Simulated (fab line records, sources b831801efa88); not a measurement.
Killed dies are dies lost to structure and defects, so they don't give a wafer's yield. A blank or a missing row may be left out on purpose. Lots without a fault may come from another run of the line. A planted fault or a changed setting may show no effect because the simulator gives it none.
Split-lot experiment | flow sfq_line | 5 lots, 23 wafers read, on a route of 325 steps

THE SPLIT
At SFQ_TRILAYER_M0_LITHO_COAT_026 (resist thk 62 nm), the setting spin_rpm was moved away from the recipe's 3000 rpm on 7 of the 23 wafers read, by -3.2% to +4.2%. The other wafers ran this setting at the recipe's value.

The reading is taken at the split's own step.

THE READING
BARC_of_TRILAYER_M0_LITHO_COAT_026.thk_nm (the simulator's own value, which no gauge read), in nm, at SFQ_TRILAYER_M0_LITHO_COAT_026 (resist thk 62 nm). The file gives no usual value for it. The 16 wafers here that ran the recipe average 61.93 nm, standard deviation 0.14 nm.

wafer  | tool, chamber at the split | spin_rpm as run, rpm | against the recipe | BARC_of_TRILAYER_M0_LITHO_COAT_026.thk_nm, nm | against lot-mates on the recipe
L075.1 | litho_track-02, 0          | 3000                 | recipe             | 62.05                                         | -
L075.3 | litho_track-02, 0          | 3000                 | recipe             | 62.09                                         | -
L075.6 | litho_track-02, 0          | 3000                 | recipe             | 61.95                                         | -
L076.1 | litho_track-01, 0          | 3000                 | recipe             | 62.05                                         | -
L076.2 | litho_track-01, 0          | 3000                 | recipe             | 62.09                                         | -
L076.3 | litho_track-01, 0          | 3000                 | recipe             | 61.66                                         | -
L076.4 | litho_track-01, 0          | 2915                 | -2.8%              | 62.93                                         | +1.00
L076.5 | litho_track-01, 0          | 2915                 | -2.8%              | 62.87                                         | +0.94
L079.1 | litho_track-01, 0          | 3125                 | +4.2%              | 60.61                                         | -1.19
L079.2 | litho_track-01, 0          | 3125                 | +4.2%              | 60.45                                         | -1.35
L079.4 | litho_track-01, 0          | 3000                 | recipe             | 61.78                                         | -
L079.5 | litho_track-01, 0          | 3000                 | recipe             | 61.82                                         | -
L079.6 | litho_track-01, 0          | 3125                 | +4.2%              | 60.65                                         | -1.15
L082.1 | litho_track-02, 0          | 3000                 | recipe             | 61.91                                         | -
L082.3 | litho_track-02, 0          | 3000                 | recipe             | 62.04                                         | -
L082.4 | litho_track-02, 0          | 3000                 | recipe             | 61.97                                         | -
L082.5 | litho_track-02, 0          | 3000                 | recipe             | 61.95                                         | -
L082.6 | litho_track-02, 0          | 3000                 | recipe             | 62.08                                         | -
L085.1 | litho_track-02, 0          | 3000                 | recipe             | 61.85                                         | -
L085.3 | litho_track-02, 0          | 2903                 | -3.2%              | 62.79                                         | +0.96
L085.4 | litho_track-02, 0          | 2903                 | -3.2%              | 62.91                                         | +1.08
L085.5 | litho_track-02, 0          | 3000                 | recipe             | 61.66                                         | -
L085.6 | litho_track-02, 0          | 3000                 | recipe             | 61.99                                         | -

THE FIT
A straight line over all 23 wafers: BARC_of_TRILAYER_M0_LITHO_COAT_026.thk_nm changes by -0.319 nm for each +1% of spin_rpm; r = -0.98; the points scatter about the line by 0.13 nm.
The same after taking each lot's own level away (the mean of its wafers on the recipe; 23 wafers): -0.308 nm for each +1%; r = -0.99; scatter 0.11 nm.
On that fit, the largest move of spin_rpm shifts the reading by 1.3 nm.
The lots' own levels span 61.800 to 62.030 nm, that is 1.7 times the standard deviation above.
So the lot-to-lot level changes the slope little: the two slopes agree.
Check: with one of the wafers moved furthest among these (+4.2%) left out of the fit, the line predicts -1.29 nm for it against its lot-mates. It came out at -1.19 nm against them.

OTHER SPLITS ON THESE WAFERS
These wafers also went through other splits before the reading. Each is held against what the fit with the lots' levels taken away leaves over:
other split on the same wafers                 | wafers away from the commonest value | r with BARC_of_TRILAYER_M0_LITHO_COAT_026.thk_nm (lot level and that fit taken away)
SFQ_TRILAYER_L0_LITHO_PEB_008 peb_time_s       | 10                                   | +0.06
SFQ_TRILAYER_L0_BARC_OPEN_METAL_ETCH_010 icp_w | 8                                    | +0.11
SFQ_TRILAYER_L0_VIA_LITHO_PEB_016 peb_time_s   | 12                                   | -0.10

THE FILE'S OWN FIT
BARC_of_TRILAYER_M0_LITHO_COAT_026.thk_nm changes by -0.311 nm for each +1% of spin_rpm, r = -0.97.
